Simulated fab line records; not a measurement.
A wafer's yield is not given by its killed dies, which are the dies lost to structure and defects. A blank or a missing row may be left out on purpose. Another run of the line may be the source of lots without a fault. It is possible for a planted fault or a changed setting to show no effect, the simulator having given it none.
What tool caused it? | flow gf180mcu | 12 lots, 36 wafers sampled, at 4 steps of a route of 602

## WHAT THE GAUGES READ, wafer by wafer
GF_V3_BOW_MEAS_05.
lot  | measured     | on            | V3_BOW (um)
L510 | day 21 07:35 | film_metro-02 | 126 130 120
L512 | day 22 08:11 | film_metro-03 | 124 112 125
L513 | day 22 12:54 | film_metro-02 | 109 103 110
L514 | day 22 22:53 | film_metro-02 | 113 111 110
L515 | day 23 08:32 | film_metro-01 | 113 112 120
L518 | day 24 06:34 | film_metro-02 | 126 111 122
L519 | day 24 13:16 | film_metro-01 | 117 98 133
L520 | day 25 04:32 | film_metro-02 | 122 108 119
L521 | day 25 11:32 | film_metro-02 | 105 108 108
L523 | day 25 19:55 | film_metro-02 | 119 112 125
L524 | day 26 07:47 | film_metro-03 | 118 115 127
L531 | day 28 07:41 | film_metro-02 | 103 98 116

GF_M4_THK_MEAS_06: measures by xrf.
lot  | measured     | on            | M4_ALCU_THK (nm)
L510 | day 22 09:22 | film_metro-02 | 448 454 447
L512 | day 23 09:05 | film_metro-04 | 459 457 463
L513 | day 23 13:16 | film_metro-02 | 455 457 456
L514 | day 23 23:08 | film_metro-03 | 452 448 446
L515 | day 24 08:38 | film_metro-02 | 447 449 448
L518 | day 25 05:49 | film_metro-02 | 456 448 450
L519 | day 25 12:56 | film_metro-03 | 445 440 444
L520 | day 26 03:44 | film_metro-02 | 445 439 440
L521 | day 26 10:13 | film_metro-02 | 450 459 454
L523 | day 26 18:20 | film_metro-02 | 454 451 455
L524 | day 27 06:03 | film_metro-02 | 460 448 450
L531 | day 29 04:43 | film_metro-02 | 453 459 459

GF_M4_CD_MEAS_14 targets a cd of 280 nm.
lot  | measured     | on        | cd_nm (nm)
L510 | day 23 08:10 | cd_sem-01 | 279.1 277.7 279.5
L512 | day 24 07:22 | cd_sem-01 | 281.6 280.5 281.2
L513 | day 24 11:02 | cd_sem-01 | 281.5 281.4 281.3
L514 | day 24 20:44 | cd_sem-02 | 281.6 281.4 281.3
L515 | day 25 05:37 | cd_sem-02 | 278.2 278.8 278.4
L518 | day 26 02:40 | cd_sem-02 | 279.6 280.8 280.0
L519 | day 26 10:20 | cd_sem-02 | 279.9 281.0 280.4
L520 | day 27 00:09 | cd_sem-02 | 280.3 279.8 280.6
L521 | day 27 06:25 | cd_sem-02 | 277.9 277.8 277.3
L523 | day 27 14:07 | cd_sem-02 | 278.6 279.6 278.6
L524 | day 28 01:43 | cd_sem-02 | 279.3 281.0 280.2
L531 | day 29 23:16 | cd_sem-01 | 250.7 206.2 192.5

## WHAT TOOL EACH LOT RAN ON (gives the tool, then ch and the chambers of the sampled wafers, and finally the start)
lot  | GF_M4_EXPOSE_11
L510 | krf_scanner-02 ch 0, day 22 20:46
L512 | krf_scanner-02 ch 0, day 23 20:07
L513 | krf_scanner-02 ch 0, day 24 00:22
L514 | krf_scanner-02 ch 0, day 24 10:17
L515 | krf_scanner-02 ch 0, day 24 19:11
L518 | krf_scanner-02 ch 0, day 25 16:29
L519 | krf_scanner-02 ch 0, day 25 23:40
L520 | krf_scanner-02 ch 0, day 26 14:14
L521 | krf_scanner-02 ch 0, day 26 20:34
L523 | krf_scanner-01 ch 0, day 27 04:22
L524 | krf_scanner-01 ch 0, day 27 15:41
L531 | krf_scanner-02 ch 0, day 29 14:23
- GF_M4_EXPOSE_11: exposes mask Metal4, target cd 280 nm.

## WHAT THE TOOLS THEMSELVES READ (means of the sampled wafers that have a number; where no wafer has one, the mark that the record gives instead)
GF_M4_EXPOSE_11.
lot  | tool           | exposure_dose_mJ_cm2
L510 | krf_scanner-02 | 27.976
L512 | krf_scanner-02 | 28.043
L513 | krf_scanner-02 | 28.020
L514 | krf_scanner-02 | 27.988
L515 | krf_scanner-02 | 28.003
L518 | krf_scanner-02 | 27.970
L519 | krf_scanner-02 | 28.018
L520 | krf_scanner-02 | 27.996
L521 | krf_scanner-02 | 27.977
L523 | krf_scanner-01 | 28.025
L524 | krf_scanner-01 | 28.004
L531 | krf_scanner-02 | 26.067

## THE ANSWER, worked out from the rows above alone
Rule: the lots themselves supply what counts as usual. Put in order of their means at a reading, lots are off if they are a third of the lots or fewer, leave a main group of 4 or more, and stand apart from it by a gap of 3 or more times the standard deviation of the main group's means; of several such gaps the widest counts. The tables above print the reading to a certain number of digits; a main group whose means all agree to those digits is not used. A lot without any number at a reading at which 4 lots or more have one is off too. Any other lot the step has rows for is counted as sound. The gauges are gone through in route order, then the tools' own readings, and for those a lot's mean is taken as printed above. At the first step where some lot is off, the reading lying furthest off is the one used; lots without a number count as furthest.
Off: L531, at GF_M4_CD_MEAS_14 (cd_nm). The main group has a mean of 279.9 nm with a standard deviation of 1.2.
A tool fits if, at a process step before that reading, it ran every lot that is off, and no sound lot after the first of them. Not tried: the gauges at GF_M4_CD_MEAS_14; whatever is off there is also off at GF_M4_EXPOSE_11, on other tools, and gauge error can't account for it. One fits: krf_scanner-02 at GF_M4_EXPOSE_11. Its last sound lot is L521 (day 26 20:34), its first lot that is off L531 (day 29 14:23): a fault that began between those two fits.
On the lots that are off, the tool's own readings at GF_M4_EXPOSE_11 differ by more than 5 times the standard deviation of the sound lots' means, which bears it out; exposure_dose_mJ_cm2 reads 26.067 there versus 28.002 on the sound lots.

## WHAT WAS PUT IN BY THE SIMULATOR
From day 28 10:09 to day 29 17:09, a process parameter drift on krf_scanner-02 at GF_M4_EXPOSE_11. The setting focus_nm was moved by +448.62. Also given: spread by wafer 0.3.
Struck lots among those shown: L531. The rule above found the same.
